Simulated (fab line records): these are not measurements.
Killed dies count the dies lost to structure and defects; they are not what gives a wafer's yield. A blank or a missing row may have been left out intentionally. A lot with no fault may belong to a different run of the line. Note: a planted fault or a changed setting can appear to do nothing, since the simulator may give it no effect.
The tool behind it: which one? :: flow sky130 :: 10 lots with 30 wafers sampled at 4 steps, on a route of 708 steps

## WHAT THE GAUGES SHOWED, per wafer
SKY_VIA4_RS_MEAS_19: a four-point-probe measurement.
lot: L706
measured: day 43 06:04
on: film_metro-02
VIA4_W_RS (ohm/sq): 0.2284 0.2274 0.2287

lot: L709
measured: day 43 23:37
on: film_metro-04
VIA4_W_RS (ohm/sq): 0.2686 0.2657 0.2276

lot: L710
measured: day 44 07:58
on: film_metro-02
VIA4_W_RS (ohm/sq): 0.2667 0.2657 0.2239

lot: L711
measured: day 44 11:37
on: film_metro-02
VIA4_W_RS (ohm/sq): 0.2272 0.2701 0.2288

lot: L718
measured: day 47 04:32
on: film_metro-04
VIA4_W_RS (ohm/sq): 0.2280 0.2255 0.2279

lot: L719
measured: day 47 06:31
on: film_metro-02
VIA4_W_RS (ohm/sq): 0.2287 0.2241 0.2233

lot: L721
measured: day 47 07:52
on: film_metro-02
VIA4_W_RS (ohm/sq): 0.2263 0.2261 0.2253

lot: L723
measured: day 47 09:41
on: film_metro-04
VIA4_W_RS (ohm/sq): 0.2266 0.2272 0.2263

lot: L724
measured: day 47 13:05
on: film_metro-02
VIA4_W_RS (ohm/sq): 0.2258 0.2274 0.2259

lot: L726
measured: day 48 06:54
on: film_metro-02
VIA4_W_RS (ohm/sq): 0.2303 0.2289 0.2287

## TOOL THAT RAN EACH LOT (tool first, then ch and the chambers of the sampled wafers, then the start)
lot: L706
SKY_METAL3_ETCH_16: rie_metal-04 ch 0,1, day 38 22:34
SKY_VIA3_CMP_24: cmp-02 ch 0,1,2, day 40 02:29
SKY_VIA4_CVD_18: cvd_w-01 ch 0,1, day 43 05:55

lot: L709
SKY_METAL3_ETCH_16: rie_metal-04 ch 0,1, day 39 18:21
SKY_VIA3_CMP_24: cmp-02 ch 1,2, day 40 21:07
SKY_VIA4_CVD_18: cvd_w-01 ch 0,1, day 43 23:28

lot: L710
SKY_METAL3_ETCH_16: rie_metal-02 ch 0,1, day 40 01:33
SKY_VIA3_CMP_24: cmp-02 ch 0,2,3, day 41 05:11
SKY_VIA4_CVD_18: cvd_w-01 ch 0,1, day 44 07:49

lot: L711
SKY_METAL3_ETCH_16: rie_metal-02 ch 0,1, day 40 05:36
SKY_VIA3_CMP_24: cmp-01 ch 2,3, day 41 09:18
SKY_VIA4_CVD_18: cvd_w-01 ch 0,1, day 44 11:28

lot: L718
SKY_METAL3_ETCH_16: rie_metal-04 ch 0,1, day 43 08:27
SKY_VIA3_CMP_24: cmp-02 ch 1,2,3, day 44 10:40
SKY_VIA4_CVD_18: cvd_w-01 ch 0,1, day 47 04:22

lot: L719
SKY_METAL3_ETCH_16: rie_metal-02 ch 0,1, day 43 10:24
SKY_VIA3_CMP_24: cmp-01 ch 0,2,3, day 44 12:07
SKY_VIA4_CVD_18: cvd_w-01 ch 0,1, day 47 06:22

lot: L721
SKY_METAL3_ETCH_16: rie_metal-01 ch 0,1, day 43 11:03
SKY_VIA3_CMP_24: cmp-01 ch 0,1,2, day 44 13:12
SKY_VIA4_CVD_18: cvd_w-01 ch 0,1, day 47 07:43

lot: L723
SKY_METAL3_ETCH_16: rie_metal-04 ch 0,1, day 43 12:58
SKY_VIA3_CMP_24: cmp-01 ch 1,2,3, day 44 15:02
SKY_VIA4_CVD_18: cvd_w-01 ch 0,1, day 47 09:32

lot: L724
SKY_METAL3_ETCH_16: rie_metal-02 ch 0,1, day 43 16:18
SKY_VIA3_CMP_24: cmp-01 ch 0,2,3, day 44 18:19
SKY_VIA4_CVD_18: cvd_w-01 ch 0,1, day 47 12:55

lot: L726
SKY_METAL3_ETCH_16: rie_metal-02 ch 0,1, day 44 13:34
SKY_VIA3_CMP_24: cmp-02 ch 0,1,2, day 45 13:52
SKY_VIA4_CVD_18: cvd_w-02 ch 0,1, day 48 06:44
- SKY_METAL3_ETCH_16: etches BARC in N2/H2, stops on SiO2, time 88.2 s, target depth 60 nm.
- SKY_VIA3_CMP_24: polishes, stops on SiO2, t overpolish 20 s, target thk 0 nm.
- SKY_VIA4_CVD_18: deposits W, target thk 505 nm, time 152.14 s.

## THE ANSWER, worked out from the rows above alone
Rule: the lots themselves supply what counts as usual. Put in order of their means at a reading, lots are off if they are a third of the lots or fewer, leave a main group of 4 or more, and stand apart from it by a gap of 3 or more times the standard deviation of the main group's means; of several such gaps the widest counts. The tables above print the reading to a certain number of digits; a main group whose means all agree to those digits is not used. Also off: a lot with no number at a reading for which 4 or more lots have one. Any other lot the step has rows for is counted as sound.
Off: at SKY_VIA4_RS_MEAS_19 (VIA4_W_RS), L709, L710, L711. The main group has a mean of 0.2270 ohm/sq with a standard deviation of 0.0013.
If a tool, at a process step before that reading, ran all the lots that are off and no sound lot after the first of them, it fits. Those tools and the gauges at SKY_VIA4_RS_MEAS_19 are tried in the same way. No candidate that was tried fits.

## WHAT THE SIMULATOR HAD PUT IN
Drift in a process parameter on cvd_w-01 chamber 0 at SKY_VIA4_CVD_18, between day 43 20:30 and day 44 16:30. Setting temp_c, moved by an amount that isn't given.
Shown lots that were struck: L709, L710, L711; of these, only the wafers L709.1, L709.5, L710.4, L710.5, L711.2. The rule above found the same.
